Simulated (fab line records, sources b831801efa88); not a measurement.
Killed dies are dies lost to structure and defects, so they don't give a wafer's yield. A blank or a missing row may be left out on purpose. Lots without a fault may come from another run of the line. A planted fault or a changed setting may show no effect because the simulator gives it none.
A struck lot beside a sound one | flow sky130 | 17 steps out of a route of 708
Sound: wafers L188.2, L188.5, L188.6. Struck: wafers L182.1, L182.4, L182.6. The cause comes at the end.
At each step with rows: each side's tool, then ch and its chambers, then its first start. Under that, the readings that differ: sound wafers | struck wafers | difference of the means | sigmas: that difference in standard deviations of wafers without a fault.
alike: readings whose means differ by less than 2 such deviations, and words and numbers that are the same on both sides. not compared: withheld readings, readings that some wafer has no value for, bounds like >300 that may hide the same value, and numbers for which the record gives no deviation and whose values overlap.
The two part at a step that has a row with sigmas, a row that says differs or no value, or rows on one side only. Numbers that don't overlap but have no deviation are shown without sigmas and don't part them. A reading that every wafer of one side lacks parts them only if that side has two wafers or more.

first, 3 steps without rows for these wafers: SKY_VIA1_EXPOSE_09 (exposes mask VIM, target cd 150 nm); SKY_VIA1_PEB_10; SKY_VIA1_DEVELOP_11 (develop time 60 s).
SKY_VIA1_CD_MEAS_12: target cd 150 nm.
  sound on cd_sem-01, day 40 04:06; struck on cd_sem-02, day 38 11:56
  alike: cd_nm
SKY_VIA1_OVL_MEAS_13:
  sound on overlay-01, day 40 04:12; struck on overlay-01, day 38 12:03
  alike: VIA1_OVL
SKY_VIA1_ETCH_14: etches BARC in N2/H2, stops on SiO2, time 45.9 s, target depth 60 nm.
  sound on rie_diel-01 ch 0,2,3, day 40 04:14; struck on rie_diel-01 ch 0,2,3, day 38 12:05
  alike: bias_w, drypump_motor_current_A, oes_product_au, throttle_valve_pct
  not compared: rf_hours_counter_h
SKY_VIA1_ETCH_15: etches SiO2 in C4F8/O2/Ar, stops on TiN, target depth 351 nm, time 54 s.
  sound on rie_diel-01 ch 0,2,3, day 40 04:17; struck on rie_diel-01 ch 0,2,3, day 38 12:08
  alike: bias_w, oes_product_au
  not compared: rf_hours_counter_h
SKY_VIA1_STRIP_16: strips in O2/N2.
  sound on plasma_asher-03 ch 0,1, day 40 04:19; struck on plasma_asher-01 ch 0,1, day 38 12:10
  alike: drypump_motor_current_A, oes_product_au, strip_time_to_endpoint_s
  not compared: rf_hours_counter_h
then, 3 steps without rows for these wafers: SKY_VIA1_STRIP_17 (strips in post etch residue remover, time 1200 s); SKY_VIA1_CLEAN_18 (cleans in IPA, time 180 s); SKY_VIA1_CLEAN_19 (cleans in O3/DIW).
SKY_VIA1_SPUTTER_20: material TiN, target thk 20 nm, time 80 s.
  sound on pvd_sputter-03, day 40 04:55; struck on pvd_sputter-04, day 38 12:46
  alike: throttle_valve_pct
SKY_VIA1_CVD_21: deposits W, target thk 270 nm, time 80.902 s.
  sound on cvd_w-01 ch 0,1, day 40 04:59; struck on cvd_w-02 ch 0,1, day 38 12:50
  reading                            | sound             | struck            | difference | sigmas
  chamber_pressure_Torr (Torr)       | 39.92 39.93 39.82 | 46.29 46.30 46.29 | +6.40      | +70
  model.W_of_VIA1_CVD_21.thk_nm (nm) | 264.5 268.2 264.7 | 285.5 288.1 287.4 | +21.2      |
  alike: heater_power_w
SKY_VIA1_RS_MEAS_22: measures by four-point-probe.
  sound on film_metro-01, day 40 05:05; struck on film_metro-03, day 38 12:55
  reading            | sound             | struck            | difference | sigmas
  VIA1_W_RS (ohm/sq) | 0.435 0.430 0.436 | 0.403 0.399 0.400 | -0.033     | -7
SKY_VIA1_THK_MEAS_23: measures by xrf.
  sound on film_metro-01, day 40 05:12; struck on film_metro-03, day 38 13:02
  reading         | sound       | struck      | difference | sigmas
  VIA1_W_THK (nm) | 269 271 269 | 287 290 290 | +19        | +6
SKY_VIA1_CMP_24: polishes, stops on SiO2, t overpolish 15 s, target thk 0 nm.
  sound on cmp-02 ch 0,1,2, day 40 05:21; struck on cmp-02 ch 0,2, day 38 13:23
  alike: motor_current_A, slurry_flow_ml_min
then, 1 step without rows for these wafers: SKY_PAD_OPEN_PROBE_99.

WHERE THEY PART
First at SKY_VIA1_CVD_21; last, within this record, at SKY_VIA1_THK_MEAS_23. Later steps at which nothing parts them and some readings are alike: SKY_VIA1_CMP_24.

WHY: what the simulator had put in
Process parameter drift: cvd_w-02, from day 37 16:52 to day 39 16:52, at SKY_VIA1_CVD_21. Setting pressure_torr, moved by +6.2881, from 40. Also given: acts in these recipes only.
